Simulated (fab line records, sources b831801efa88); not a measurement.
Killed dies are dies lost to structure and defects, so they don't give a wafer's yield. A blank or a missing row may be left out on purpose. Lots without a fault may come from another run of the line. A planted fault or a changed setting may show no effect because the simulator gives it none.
Chamber matching | flow gf180mcu | GF_STI_CMP_25 on cmp-02: 4 sister chambers
The step polishes, stops on Si3N4, t overpolish 33 s, target thk 524.6 nm. 4 wafers are shown with their chamber, then 7 later ones without.

WAFERS WITH THEIR CHAMBER
wafer  | chamber | motor_current_A (A)
L909.1 | 0       | 14.1
L911.6 | 1       | 11.8
L912.2 | 2       | 11.3
L912.3 | 3       | 11.9

WAFERS WITHOUT THEIR CHAMBER
wafer  | motor_current_A (A)
L912.6 | 10.9
L913.1 | 11.2
L913.4 | 13.6
L913.6 | 12.3
L929.2 | 11.7
L929.5 | 11.8
L929.6 | 10.9

WHICH CHAMBER EACH WENT THROUGH
wafer  | from the rows above          | in truth
L912.6 | can't be placed: 2 or 1 or 3 | 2
L913.1 | can't be placed: 2 or 1 or 3 | 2
L913.4 | 0                            | 0
L913.6 | can't be placed: 3 or 1 or 2 | 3
L929.2 | can't be placed: 1 or 3 or 2 | 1
L929.5 | can't be placed: 1 or 3 or 2 | 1
L929.6 | can't be placed: 2 or 1 or 3 | 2
Placed correctly: 1 of 7. Can't be placed from these rows: 6 (the true chamber is among the candidates in 6). Placed wrongly: 0.
How it was worked out, from the rows above alone: a wafer's distance from a chamber is the root of the sum, over the readings, of the square of ((its reading less the chamber's mean) divided by the reading's scatter). The wafer belongs to the nearest chamber; if the next one is less than 2 further off, it can't be placed. A chamber's mean is the mean of its shown wafers. The scatter: with one shown wafer a chamber, the root of the mean of the squares of how far each hidden wafer lies from its nearest shown one.
